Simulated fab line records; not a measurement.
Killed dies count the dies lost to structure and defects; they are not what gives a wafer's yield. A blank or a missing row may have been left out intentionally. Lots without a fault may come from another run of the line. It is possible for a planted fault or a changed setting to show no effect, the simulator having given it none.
fab line records	flow sky130
[record] lots = 10	wafers = 30	lastDay = 50
route steps=708 shown VIA2@509 METAL3@532 CAPM@539 PAD_OPEN@708
lots that met no fault: taken from a fault-free run of the same line
startH: hours from the record's opening day to when the first of the lot's shown wafers began	waitH: time in hours since the lot's previous step	" unchanged from the row above	L1.1+2: a single row standing in for several wafers	- no value, or no start given	* or withheld: withheld	< > ~ a bound
route shown NAME@n: names a module that has steps shown in the file, with the first one's number in the route	usual: the fault-free wafers' mean and standard deviation	same: alike in all rows	chamber/n: place in a boat	sites: per-site readings	_std_site: their standard deviation	_edge_site: the outer-site mean with the inner-site mean subtracted	radiusMm: for every site, how far away it sits from the centre of the wafer	mask NAME#n: copy n	behind: the tool/chamber that last shaped the wafer	hold: why the lot went on hold/how many hours it stayed there/how the hold came to an end	device: which transistor (n, p or np) failed to switch	end of line: the same wafers' tests at the end of the route	where a step has no rows: the recipe by itself	killed: dies lost to structure and defects at the first sort, not the wafer's yield	map: a wafer's dies, x killed, . not, _ none there
set.NAME: the run value of the setting; set.NAME@STEP: its run value at that earlier step	model.NAME: the simulator's own value behind a step, which no gauge read
a sample of lots followed through the steps of the route, with each step as a table and each wafer as a row
services: the hour from which a tool's chamber was out of use, counted from the record's first day as startH (under 0 if before that day), plus the number of hours and why
[[steps]]
[step SKY_VIA2_CMP_02]
[recipe] material = SiO2	downForcePsi = 4	platenRpm = 60	padVelocityMS = 0.94248
[usual] motorCurrentA = 11.3/1.3
lot.wafer	tool	chamber	startH	waitH	motorCurrentA
L121.4	cmp-01	1	825.36	0.1	12.3
L121.1	"	2	"	"	12.0
L121.6	"	1	"	"	12.1
L123.1	cmp-02	0	839.45	0.1	9.9
L123.2	"	2	"	"	10.5
L123.6	"	0	"	"	9.2
L125.1	cmp-02	2	857.70	0.1	10.9
L125.5	"	0	"	"	9.9
L125.6	"	1	"	"	10.8
L126.4	cmp-02	1	860.39	0.1	11.7
L126.3	"	2	"	"	10.3
L126.2	"	3	"	"	12.3
L129.3	cmp-02	3	889.85	0.0	12.7
L129.6	"	3	"	"	12.6
L129.5	"	0	"	"	9.7
L131.4	cmp-02	1	901.65	0.0	11.1
L131.3	"	2	"	"	10.6
L131.1	"	3	"	"	13.1
L132.4	cmp-02	1	908.04	0.1	10.8
L132.2	"	2	"	"	10.9
L132.5	"	0	"	"	9.0
L133.4	cmp-01	1	915.11	0.2	12.0
L133.3	"	3	"	"	12.8
L133.1	"	0	"	"	11.2
L140.3	cmp-02	1	962.00	0.1	10.8
L140.2	"	3	"	"	12.9
L140.5	"	1	"	"	10.9
L143.4	cmp-02	1	980.95	0.0	11.1
L143.3	"	3	"	"	13.4
L143.5	"	2	"	"	10.4
[step SKY_METAL3_SPUTTER_00]
[recipe] material = Ti	targetThkNm = 15	powerW = 3000	timeS = 10	chamberPressurePa = 0.4
[usual] cathodeDcPowerW = 3000.0/0.62	throttleValvePct = 30.2/0.79
lot.wafer	tool	chamber	startH	waitH	cathodeDcPowerW	throttleValvePct
L121.1	pvdSputter-04	-	853.49	0.2	2999.7	30.2
L121.4	"	-	"	"	3000.8	30.5
L121.6	"	-	"	"	2999.3	30.4
L123.1	pvdSputter-04	-	867.35	0.1	3001.2	29.2
L123.2	"	-	"	"	2999.2	30.4
L123.6	"	-	"	"	3000.9	30.4
L125.1	pvdSputter-04	-	885.25	0.1	3001.1	30.5
L125.5	"	-	"	"	3000.0	29.9
L125.6	"	-	"	"	2999.9	30.6
L126.2	pvdSputter-04	-	888.44	0.2	2999.3	28.8
L126.3	"	-	"	"	3001.7	30.4
L126.4	"	-	"	"	3000.4	30.1
L129.3	pvdSputter-04	-	917.04	0.1	3000.1	29.4
L129.5	"	-	"	"	2999.0	29.1
L129.6	"	-	"	"	3000.3	30.3
L131.1	pvdSputter-03	-	928.07	0.1	3000.5	29.6
L131.3	"	-	"	"	3000.0	29.6
L131.4	"	-	"	"	3000.5	29.9
L132.2	pvdSputter-03	-	934.37	0.1	2999.3	29.7
L132.4	"	-	"	"	3000.2	29.9
L132.5	"	-	"	"	2999.6	29.6
L133.1	pvdSputter-01	-	941.10	0.1	2999.6	30.3
L133.3	"	-	"	"	3000.2	29.2
L133.4	"	-	"	"	3000.2	29.5
L140.2	pvdSputter-03	-	988.39	0.1	3000.4	31.8
L140.3	"	-	"	"	2999.9	29.6
L140.5	"	-	"	"	3000.3	30.0
L143.3	pvdSputter-04	-	1006.83	0.2	3000.0	30.5
L143.4	"	-	"	"	2999.7	30.5
L143.5	"	-	"	"	3000.2	29.0
[step SKY_CAPM_SPUTTER_02]
[recipe] material = TiN	targetThkNm = 200	tempC = 300	powerW = 6500	timeS = 166.7	chamberPressurePa = 0.4
[usual] cathodeDcPowerW = 6500.0/1.2	throttleValvePct = 30.0/1
lot.wafer	tool	chamber	startH	waitH	cathodeDcPowerW	throttleValvePct
L121.1	pvdSputter-01	-	853.73	0.1	6498.6	30.6
L121.4	"	-	"	"	6497.7	31.0
L121.6	"	-	"	"	6500.6	30.7
L123.1	pvdSputter-01	-	867.58	0.1	6499.1	30.9
L123.2	"	-	"	"	6500.8	31.0
L123.6	"	-	"	"	6497.4	30.9
L125.1	pvdSputter-01	-	885.48	0.1	6501.2	29.1
L125.5	"	-	"	"	6499.7	30.8
L125.6	"	-	"	"	6499.3	30.7
L126.2	pvdSputter-01	-	888.68	0.0	6499.7	31.0
L126.3	"	-	"	"	6501.8	28.9
L126.4	"	-	"	"	6501.0	30.7
L129.3	pvdSputter-02	-	917.27	0.0	6498.9	29.0
L129.5	"	-	"	"	6499.2	30.0
L129.6	"	-	"	"	6498.9	30.5
L131.1	pvdSputter-02	-	928.31	0.1	6497.8	30.7
L131.3	"	-	"	"	6500.8	30.1
L131.4	"	-	"	"	6500.5	27.6
L132.2	pvdSputter-01	-	934.62	0.0	6499.9	29.2
L132.4	"	-	"	"	6498.5	30.7
L132.5	"	-	"	"	6500.7	30.7
L133.1	pvdSputter-02	-	941.35	0.1	6499.5	29.2
L133.3	"	-	"	"	6501.6	27.3
L133.4	"	-	"	"	6499.5	30.4
L140.2	pvdSputter-02	-	988.63	0.0	6502.2	27.5
L140.3	"	-	"	"	7069.6	30.5
L140.5	"	-	"	"	6499.3	27.5
L143.3	pvdSputter-02	-	1007.07	0.0	7070.0	30.6
L143.4	"	-	"	"	6501.4	29.9
L143.5	"	-	"	"	6497.6	29.4
[step SKY_CAPM_RS_MEAS_03]
[recipe] thkMeasGauge = four-point-probe	reads = TiN_of_CAPM_SPUTTER_02
[usual] CAPM_TIN_RS = 6.89/0.11
lot.wafer	tool	chamber	startH	waitH	hold	CAPM_TIN_RS[ohm/sq]
L121.1	filmMetro-03	-	853.84	0.1	-	6.70
L121.4	"	-	"	"	-	6.92
L121.6	"	-	"	"	-	6.66
L123.1	filmMetro-03	-	867.69	0.1	-	6.68
L123.2	"	-	"	"	-	6.92
L123.6	"	-	"	"	-	6.95
L125.1	filmMetro-01	-	885.59	0.1	-	6.80
L125.5	"	-	"	"	-	6.81
L125.6	"	-	"	"	-	6.64
L126.2	filmMetro-01	-	888.81	0.1	-	6.97
L126.3	"	-	"	"	-	6.91
L126.4	"	-	"	"	-	6.73
L129.3	filmMetro-03	-	917.42	0.1	-	6.81
L129.5	"	-	"	"	-	6.91
L129.6	"	-	"	"	-	6.99
L131.1	filmMetro-01	-	928.42	0.1	-	7.19
L131.3	"	-	"	"	-	7.08
L131.4	"	-	"	"	-	7.12
L132.2	filmMetro-01	-	934.76	0.1	-	6.93
L132.4	"	-	"	"	-	6.85
L132.5	"	-	"	"	-	6.82
L133.1	filmMetro-03	-	941.46	0.1	-	6.91
L133.3	"	-	"	"	-	7.03
L133.4	"	-	"	"	-	7.09
L140.2	filmMetro-02	-	988.76	0.1	awaitDispo/0.2h/release	6.88
L140.3	"	-	"	"	awaitDispo/0.2h/release	6.36
L140.5	"	-	"	"	awaitDispo/0.2h/release	6.87
L140.2	filmMetro-02	-	989.04	0.3	-	6.87
L140.3	"	-	"	"	-	6.35
L140.5	"	-	"	"	-	6.90
L143.3	filmMetro-03	-	1007.22	0.1	awaitDispo/0.2h/release	6.44
L143.4	"	-	"	"	awaitDispo/0.2h/release	7.00
L143.5	"	-	"	"	awaitDispo/0.2h/release	6.81
L143.3	filmMetro-03	-	1007.51	0.3	-	6.44
L143.4	"	-	"	"	-	7.00
L143.5	"	-	"	"	-	6.85
[step SKY_CAPM_THK_MEAS_04]
[recipe] thkMeasGauge = xrf	reads = TiN_of_CAPM_SPUTTER_02
[usual] CAPM_TIN_THK = 199/3.1
lot.wafer	tool	chamber	startH	waitH	hold	CAPM_TIN_THK[nm]
L121.1	filmMetro-03	-	853.96	0.1	-	204
L121.4	"	-	"	"	-	197
L121.6	"	-	"	"	-	204
L123.1	filmMetro-03	-	867.81	0.1	-	203
L123.2	"	-	"	"	-	197
L123.6	"	-	"	"	-	196
L125.1	filmMetro-01	-	885.71	0.1	-	202
L125.5	"	-	"	"	-	202
L125.6	"	-	"	"	-	207
L126.2	filmMetro-01	-	888.92	0.1	-	197
L126.3	"	-	"	"	-	199
L126.4	"	-	"	"	-	204
L129.3	filmMetro-03	-	917.52	0.1	-	202
L129.5	"	-	"	"	-	198
L129.6	"	-	"	"	-	197
L131.1	filmMetro-01	-	928.54	0.1	-	190
L131.3	"	-	"	"	-	193
L131.4	"	-	"	"	-	191
L132.2	filmMetro-01	-	934.87	0.1	-	197
L132.4	"	-	"	"	-	200
L132.5	"	-	"	"	-	200
L133.1	filmMetro-03	-	941.58	0.1	-	199
L133.3	"	-	"	"	-	195
L133.4	"	-	"	"	-	194
L140.2	filmMetro-02	-	993.35	4.3	awaitDispo/0.2h/release	199
L140.3	"	-	"	"	awaitDispo/0.2h/release	214
L140.5	"	-	"	"	awaitDispo/0.2h/release	200
L140.2	filmMetro-02	-	993.61	0.2	-	198
L140.3	"	-	"	"	-	215
L140.5	"	-	"	"	-	199
L143.3	filmMetro-03	-	1009.95	2.4	awaitDispo/0.2h/release	213
L143.4	"	-	"	"	awaitDispo/0.2h/release	196
L143.5	"	-	"	"	awaitDispo/0.2h/release	200
L143.3	filmMetro-03	-	1010.17	0.2	-	213
L143.4	"	-	"	"	-	196
L143.5	"	-	"	"	-	200
[step SKY_CAPM_OVL_MEAS_12]
[usual] CAPM_OVL = 0.0/1.2
lot.wafer	tool	chamber	startH	waitH	CAPM_OVL[nm]
L121.1	overlay-01	-	880.34	0.1	-0.5
L121.4	"	-	"	"	1.2
L121.6	"	-	"	"	0.0
L123.1	overlay-02	-	893.47	0.1	0.2
L123.2	"	-	"	"	-0.3
L123.6	"	-	"	"	2.0
L125.1	overlay-02	-	911.02	0.1	-0.8
L125.5	"	-	"	"	-0.7
L125.6	"	-	"	"	-0.5
L126.2	overlay-01	-	914.09	0.1	1.4
L126.3	"	-	"	"	-1.8
L126.4	"	-	"	"	-0.7
L129.3	overlay-01	-	942.19	0.1	-1.2
L129.5	"	-	"	"	1.4
L129.6	"	-	"	"	-2.0
L131.1	overlay-01	-	952.23	0.1	-1.2
L131.3	"	-	"	"	-0.6
L131.4	"	-	"	"	-0.9
L132.2	overlay-01	-	958.58	0.1	-1.6
L132.4	"	-	"	"	-0.5
L132.5	"	-	"	"	-3.6
L133.1	overlay-02	-	966.23	0.1	-0.3
L133.3	"	-	"	"	-0.4
L133.4	"	-	"	"	-0.2
L140.2	overlay-02	-	1011.79	0.1	0.0
L140.3	"	-	"	"	-0.4
L140.5	"	-	"	"	2.4
L143.3	overlay-01	-	1030.20	0.1	1.0
L143.4	"	-	"	"	-1.0
L143.5	"	-	"	"	0.7
[step SKY_CAPM_METAL_ETCH_13]
[recipe] targetDepthNm = 220	stopOn = SiO2	chemistry = Cl2/BCl3	target = TiN	pressureMtorr = 10	icpW = 900	biasW = 48.5	Cl2_flow_sccm = 60	bcl3FlowSccm = 30	timeS = 62.9
[usual] drypumpMotorCurrentA = 5.38/0.3	mfcCl2Sccm = 60.02/0.17	oesProductAu = 0.943/0.0098	throttleValvePct = 21.901/0.01
lot.wafer	tool	chamber	startH	waitH	drypumpMotorCurrentA	mfcCl2Sccm	oesProductAu	rfHoursCounterH	throttleValvePct
L121.1	rieMetal-03	0	880.37	0.0	5.58	60.16	0.959	2	21.899
L121.4	"	0	"	"	5.57	60.08	0.943	-	21.902
L121.6	"	0	"	"	5.56	60.16	0.961	-	21.889
L123.1	rieMetal-01	0	893.51	0.0	5.87	60.08	0.960	6	21.902
L123.2	"	1	"	"	5.09	59.92	0.946	15	21.894
L123.6	"	1	"	"	5.07	60.09	0.935	-	21.901
L125.1	rieMetal-04	1	911.05	0.0	5.60	60.03	0.952	15	21.896
L125.5	"	1	"	"	5.61	60.41	0.951	-	21.887
L125.6	"	1	"	"	5.62	60.01	0.965	-	21.879
L126.2	rieMetal-04	1	914.12	0.0	5.58	59.98	0.931	15	21.905
L126.3	"	1	"	"	5.60	60.01	0.945	-	21.901
L126.4	"	0	"	"	5.01	59.96	0.957	-	21.887
L129.3	rieMetal-03	1	942.24	0.0	5.17	60.18	0.950	-	21.916
L129.5	"	0	"	"	5.54	60.29	0.949	-	21.896
L129.6	"	1	"	"	5.18	60.17	0.934	-	21.917
L131.1	rieMetal-01	0	952.26	0.0	5.82	59.97	0.920	9	21.895
L131.3	"	0	"	"	5.82	60.19	0.923	-	21.913
L131.4	"	1	"	"	5.10	59.98	0.921	-	21.912
L132.2	rieMetal-04	0	958.61	0.0	4.99	60.05	0.940	15	21.899
L132.4	"	1	"	"	5.59	60.21	0.948	-	21.884
L132.5	"	0	"	"	5.02	59.86	0.947	-	21.911
L133.1	rieMetal-03	1	966.26	0.0	5.17	60.07	0.935	13	21.915
L133.3	"	0	"	"	5.58	60.00	0.934	-	21.906
L133.4	"	1	"	"	5.16	59.94	0.924	-	21.904
L140.2	rieMetal-04	1	1011.85	0.0	5.61	59.92	0.944	-	21.878
L140.3	"	1	"	"	5.62	59.77	0.985	-	21.872
L140.5	"	1	"	"	5.62	59.68	0.946	-	21.910
L143.3	rieMetal-03	0	1030.25	0.0	5.56	60.18	0.964	-	21.895
L143.4	"	1	"	"	5.16	60.25	0.937	-	21.898
L143.5	"	0	"	"	5.55	60.29	0.940	-	21.912
[step SKY_PAD_OPEN_PROBE_99]
[usual] defectLimitedYield = 82.7/1.8	killed_at_M0_to_M3 = 42/7.2	killed_at_M4_up = 3.4/2.1	killedAtContacts = 24/5.4	killedAtFrontEnd = 15/4	killedAtOther = 0.3/0.53	killedDies = 85/8.8	killedOpen = 47/6.7	killedShort = 38/6.5
[same] grossDies = 492	killedAtBackSide = 0
lot.wafer	tool	chamber	startH	waitH	defectLimitedYield[%]	killed_at_M0_to_M3	killed_at_M4_up	killedAtContacts	killedAtFrontEnd	killedAtOther	killedDies	killedOpen	killedShort
L121.1	prober-02	-	1079.14	0.1	80.1	41	4	29	23	1	98	52	46
L121.4	prober-02	-	1079.29	0.2	82.3	46	4	23	13	1	87	54	33
L121.6	prober-02	-	1079.39	0.2	82.5	40	3	33	10	0	86	47	39
L123.1	prober-02	-	1093.88	0.1	80.9	50	3	24	17	0	94	52	42
L123.2	prober-02	-	1093.93	0.1	79.9	55	5	23	16	0	99	57	41
L123.6	prober-02	-	1094.13	0.2	80.5	54	2	24	16	0	96	57	39
L125.1	prober-02	-	1105.50	0.1	84.8	39	0	19	17	0	75	37	38
L125.5	prober-02	-	1105.70	0.2	84.3	36	1	22	17	1	77	37	40
L125.6	prober-02	-	1105.75	0.2	85.6	42	3	16	10	0	71	43	28
L126.2	prober-01	-	1108.43	0.1	78.5	49	2	35	20	0	106	62	44
L126.3	prober-01	-	1108.48	0.2	83.5	41	6	21	13	0	81	47	32
L126.4	prober-01	-	1108.53	0.2	81.3	55	3	26	8	0	92	64	28
L129.3	prober-02	-	1130.73	0.2	82.3	46	2	20	18	1	87	50	36
L129.5	prober-02	-	1130.83	0.2	83.5	35	8	22	16	0	81	46	34
L129.6	prober-02	-	1130.88	0.2	84.6	36	2	14	22	2	76	43	31
L131.1	prober-02	-	1138.20	0.1	78.0	58	3	30	17	0	108	50	58
L131.3	prober-02	-	1138.30	0.2	83.7	33	1	31	15	0	80	46	34
L131.4	prober-02	-	1138.35	0.2	82.3	35	3	29	20	0	87	49	38
L132.2	prober-01	-	1143.00	0.1	83.9	44	5	24	6	0	79	41	38
L132.4	prober-01	-	1143.10	0.2	83.5	35	3	32	11	0	81	45	36
L132.5	prober-01	-	1143.15	0.2	80.3	53	3	31	10	0	97	54	43
L133.1	prober-02	-	1149.30	0.1	82.3	51	1	18	16	1	87	37	49
L133.3	prober-02	-	1149.40	0.2	82.3	55	6	17	9	0	87	38	49
L133.4	prober-02	-	1149.45	0.2	81.3	45	0	31	15	1	92	58	32
L140.2	prober-02	-	1181.80	0.1	80.5	51	1	26	18	0	96	53	43
L140.3	prober-02	-	1181.85	0.2	84.3	39	6	19	13	0	77	46	31
L140.5	prober-02	-	1181.95	0.2	81.5	42	2	29	17	1	91	58	32
L143.3	prober-01	-	1196.94	0.2	83.9	37	3	27	10	2	79	43	35
L143.4	prober-01	-	1196.99	0.2	80.3	53	4	24	16	0	97	53	43
L143.5	prober-01	-	1197.04	0.2	80.3	46	2	28	20	1	97	51	46
// killed by level:class
L121.1 CONTACT:geometricParticle:open=12 LI_CONTACT:geometricParticle:open=8 METAL1:geometricParticle:short=8 VIA1:geometricParticle:open=7 FIELD_ISO:geometricParticle:short=6 FIELD_ISO:geometricParticle:open=6 LOCAL_INTERCONNECT:geometricParticle:short=6 POLY_GATE:geometricParticle:short=4
L121.4 VIA1:geometricParticle:open=17 CONTACT:geometricParticle:open=10 LI_CONTACT:geometricParticle:open=6 METAL1:geometricParticle:short=5 VIA2:geometricParticle:open=5 METAL3:geometricParticle:short=4 METAL2:geometricParticle:short=4 VIA3:geometricParticle:short=4
L121.6 LI_CONTACT:geometricParticle:open=11 VIA1:geometricParticle:open=10 CONTACT:geometricParticle:open=9 CONTACT:geometricParticle:short=8 METAL1:geometricParticle:short=6 METAL2:geometricParticle:short=6 VIA2:geometricParticle:open=5 VIA1:geometricParticle:short=5
L123.1 VIA1:geometricParticle:open=13 VIA2:geometricParticle:open=9 VIA1:geometricParticle:short=9 LI_CONTACT:geometricParticle:open=8 CONTACT:geometricParticle:short=6 CONTACT:geometricParticle:open=6 VIA3:geometricParticle:open=6 FIELD_ISO:geometricParticle:short=5
L123.2 VIA1:geometricParticle:open=14 METAL2:geometricParticle:short=10 CONTACT:geometricParticle:open=9 VIA2:geometricParticle:open=8 LI_CONTACT:geometricParticle:open=6 VIA1:geometricParticle:short=6 FIELD_ISO:geometricParticle:short=4 METAL1:geometricParticle:open=4
L123.6 VIA1:geometricParticle:open=14 CONTACT:geometricParticle:open=10 VIA2:geometricParticle:open=8 METAL2:geometricParticle:short=8 FIELD_ISO:geometricParticle:open=7 METAL1:geometricParticle:short=6 LI_CONTACT:geometricParticle:open=5 VIA1:geometricParticle:short=5
L125.1 METAL1:geometricParticle:short=8 VIA1:geometricParticle:open=8 METAL2:geometricParticle:short=7 LI_CONTACT:geometricParticle:open=6 CONTACT:geometricParticle:short=6 POLY_GATE:geometricParticle:open=5 CONTACT:geometricParticle:open=4 POLY_GATE:geometricParticle:short=3
L125.5 METAL1:geometricParticle:short=9 VIA1:geometricParticle:open=7 VIA3:geometricParticle:open=7 LI_CONTACT:geometricParticle:open=6 CONTACT:geometricParticle:open=6 FIELD_ISO:geometricParticle:open=5 FIELD_ISO:geometricParticle:short=4 POLY_GATE:geometricParticle:short=4
L125.6 VIA1:geometricParticle:open=8 LI_CONTACT:geometricParticle:open=7 VIA2:geometricParticle:open=7 METAL2:geometricParticle:short=6 CONTACT:geometricParticle:open=5 VIA3:geometricParticle:open=5 METAL1:geometricParticle:short=5 VIA3:geometricParticle:short=4
L126.2 CONTACT:geometricParticle:open=13 LI_CONTACT:geometricParticle:open=9 FIELD_ISO:geometricParticle:short=8 CONTACT:geometricParticle:short=8 VIA1:geometricParticle:open=8 VIA3:geometricParticle:open=8 VIA2:geometricParticle:open=6 METAL1:geometricParticle:short=6
L126.3 VIA1:geometricParticle:open=19 LI_CONTACT:geometricParticle:open=7 CONTACT:geometricParticle:open=7 METAL2:geometricParticle:short=6 FIELD_ISO:geometricParticle:open=4 POLY_GATE:geometricParticle:short=4 VIA1:geometricParticle:short=4 CONTACT:geometricParticle:short=4
L126.4 VIA1:geometricParticle:open=15 CONTACT:geometricParticle:open=12 VIA3:geometricParticle:open=11 VIA2:geometricParticle:open=9 CONTACT:geometricParticle:short=6 VIA1:geometricParticle:short=6 LI_CONTACT:geometricParticle:open=5 METAL2:geometricParticle:open=3
L129.3 VIA1:geometricParticle:open=16 CONTACT:geometricParticle:open=8 VIA3:geometricParticle:open=6 POLY_GATE:geometricParticle:open=5 METAL3:geometricParticle:short=5 FIELD_ISO:geometricParticle:short=4 LOCAL_INTERCONNECT:geometricParticle:short=4 METAL2:geometricParticle:short=4
L129.5 CONTACT:geometricParticle:open=12 VIA1:geometricParticle:open=7 FIELD_ISO:geometricParticle:short=5 VIA3:geometricParticle:open=5 METAL4:geometricParticle:short=5 LI_CONTACT:geometricParticle:open=4 CONTACT:geometricParticle:short=4 METAL1:geometricParticle:short=4
L129.6 VIA1:geometricParticle:open=16 FIELD_ISO:geometricParticle:short=6 FIELD_ISO:geometricParticle:open=6 CONTACT:geometricParticle:open=6 SPACER:geometricParticle:open=6 METAL1:geometricParticle:short=6 VIA2:geometricParticle:short=4 LI_CONTACT:geometricParticle:open=3
L131.1 VIA1:geometricParticle:open=13 CONTACT:geometricParticle:open=11 VIA3:geometricParticle:short=9 VIA2:geometricParticle:open=9 POLY_GATE:geometricParticle:short=8 LI_CONTACT:geometricParticle:open=8 METAL2:geometricParticle:short=8 METAL1:geometricParticle:short=7
L131.3 LI_CONTACT:geometricParticle:open=13 VIA1:geometricParticle:open=13 CONTACT:geometricParticle:open=9 FIELD_ISO:geometricParticle:short=6 LOCAL_INTERCONNECT:geometricParticle:short=4 CONTACT:geometricParticle:short=4 VIA3:geometricParticle:short=4 FIELD_ISO:geometricParticle:open=3
L131.4 CONTACT:geometricParticle:open=12 VIA3:geometricParticle:open=9 VIA1:geometricParticle:open=7 CONTACT:geometricParticle:short=6 FIELD_ISO:geometricParticle:open=5 POLY_GATE:geometricParticle:open=5 FIELD_ISO:geometricParticle:short=4 LOCAL_INTERCONNECT:geometricParticle:short=4
L132.2 METAL2:geometricParticle:short=8 VIA1:geometricParticle:open=8 VIA2:geometricParticle:open=8 LI_CONTACT:geometricParticle:open=7 VIA1:geometricParticle:short=7 CONTACT:geometricParticle:short=6 CONTACT:geometricParticle:open=5 VIA3:geometricParticle:open=5
L132.4 CONTACT:geometricParticle:open=11 VIA1:geometricParticle:open=8 LI_CONTACT:geometricParticle:open=7 LOCAL_INTERCONNECT:geometricParticle:short=7 CONTACT:geometricParticle:short=6 VIA2:geometricParticle:open=6 METAL2:geometricParticle:short=5 VIA3:geometricParticle:open=4
L132.5 LI_CONTACT:geometricParticle:open=11 VIA1:geometricParticle:open=11 VIA3:geometricParticle:open=10 CONTACT:geometricParticle:open=9 METAL2:geometricParticle:short=8 VIA2:geometricParticle:open=6 METAL1:geometricParticle:short=5 VIA1:geometricParticle:short=5
L133.1 METAL1:geometricParticle:short=11 METAL2:geometricParticle:short=9 VIA1:geometricParticle:open=7 VIA3:geometricParticle:open=7 CONTACT:geometricParticle:short=5 VIA3:geometricParticle:short=5 VIA1:geometricParticle:short=4 CONTACT:geometricParticle:open=4
L133.3 METAL1:geometricParticle:short=16 VIA1:geometricParticle:open=11 CONTACT:geometricParticle:open=9 VIA1:geometricParticle:short=7 CONTACT:geometricParticle:short=5 METAL4:geometricParticle:short=5 METAL3:geometricParticle:short=4 VIA3:geometricParticle:open=4
L133.4 VIA1:geometricParticle:open=13 CONTACT:geometricParticle:open=12 METAL1:geometricParticle:short=8 LI_CONTACT:geometricParticle:open=7 POLY_GATE:geometricParticle:open=5 VIA2:geometricParticle:open=5 VIA3:geometricParticle:open=5 LOCAL_INTERCONNECT:geometricParticle:short=4
L140.2 VIA1:geometricParticle:open=11 CONTACT:geometricParticle:open=10 CONTACT:geometricParticle:short=8 VIA2:geometricParticle:open=8 VIA3:geometricParticle:short=8 VIA2:geometricParticle:short=7 POLY_GATE:geometricParticle:open=5 VIA1:geometricParticle:short=5
L140.3 VIA1:geometricParticle:open=15 VIA2:geometricParticle:open=6 CONTACT:geometricParticle:open=6 FIELD_ISO:geometricParticle:open=4 CONTACT:geometricParticle:short=4 METAL2:geometricParticle:short=4 METAL4:geometricParticle:short=4 FIELD_ISO:geometricParticle:short=3
L140.5 CONTACT:geometricParticle:open=14 VIA2:geometricParticle:open=13 LI_CONTACT:geometricParticle:open=7 VIA3:geometricParticle:open=6 VIA1:geometricParticle:short=5 VIA1:geometricParticle:open=5 FIELD_ISO:geometricParticle:short=4 FIELD_ISO:geometricParticle:open=4
L143.3 VIA1:geometricParticle:open=11 CONTACT:geometricParticle:open=9 LI_CONTACT:geometricParticle:open=8 LI_CONTACT:geometricParticle:short=6 METAL1:geometricParticle:short=6 METAL2:geometricParticle:short=5 VIA3:geometricParticle:open=5 POLY_GATE:geometricParticle:short=3
L143.4 VIA3:geometricParticle:open=10 VIA1:geometricParticle:open=8 METAL2:geometricParticle:short=8 VIA2:geometricParticle:open=8 CONTACT:geometricParticle:open=7 LI_CONTACT:geometricParticle:open=7 VIA3:geometricParticle:short=6 LOCAL_INTERCONNECT:geometricParticle:short=5
L143.5 CONTACT:geometricParticle:open=11 VIA1:geometricParticle:open=8 METAL1:geometricParticle:short=7 METAL2:geometricParticle:short=6 VIA3:geometricParticle:open=6 CONTACT:geometricParticle:short=5 METAL2:geometricParticle:open=5 FIELD_ISO:geometricParticle:short=4
[[services]]
tool	chamber	startH	hours	kind
cmp-01	-	810.60	0.6	repair
rieMetal-01	0	813.47	9.8	repair
rieMetal-04	-	821.12	2.8	pm
pvdSputter-01	0	838.04	-	consumableReplace:kit
pvdSputter-01	0	838.04	18.0	scheduledDown
pvdSputter-04	-	839.28	0.5	repair
pvdSputter-01	-	847.65	0.8	repair
rieMetal-01	0	854.85	3.8	repair
cmp-01	-	884.75	2.9	repair
cmp-02	-	897.51	2.3	repair
rieMetal-04	0	907.78	4.0	repair
pvdSputter-01	-	910.02	2.1	repair
cmp-02	-	912.15	4.0	pm
cmp-02	-	913.13	3.7	repair
cmp-02	-	916.15	-	consumableReplace:conditioner
cmp-02	-	916.15	-	consumableReplace:pad
rieMetal-03	-	920.49	0.2	repair
cmp-02	-	921.65	0.5	repair
cmp-02	-	957.01	2.2	repair
cmp-01	-	971.55	4.0	repair
rieMetal-03	1	976.43	1.9	repair
pvdSputter-01	-	1006.33	3.4	repair
pvdSputter-04	-	1016.30	5.2	repair
rieMetal-01	-	1021.68	28.1	pm
[[key]]
[firstSign] step = SKY_CAPM_SPUTTER_02	reading = cathodeDcPowerW	direction = up	sigmas = 99+	usual = 6500.0	struck = 7069.8
[effect] step = SKY_CAPM_RS_MEAS_03	reading = visit	direction = added
[effect] step = SKY_CAPM_THK_MEAS_04	reading = visit	direction = added
[effect] step = SKY_CAPM_METAL_ETCH_13	reading = oesProductAu	direction = up	sigmas = 3.2	usual = 0.943	struck = 0.975
metAt SKY_CAPM_SPUTTER_02
struckLots L140,L143
struckWafers L140.3,L143.3
notActingAt SKY_VIA2_CMP_02,SKY_METAL3_SPUTTER_00,SKY_CAPM_OVL_MEAS_12
onsetBetween 941.35 988.63
[fault] kind = processParameterDrift	tool = pvdSputter-02	chamber = -	onsetH = 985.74	steps = SKY_CAPM_SPUTTER_02	channel = powerW	offset = *	shape = step	endH = 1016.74	actsIn = *	stated = *	scope = struckWafersOnly
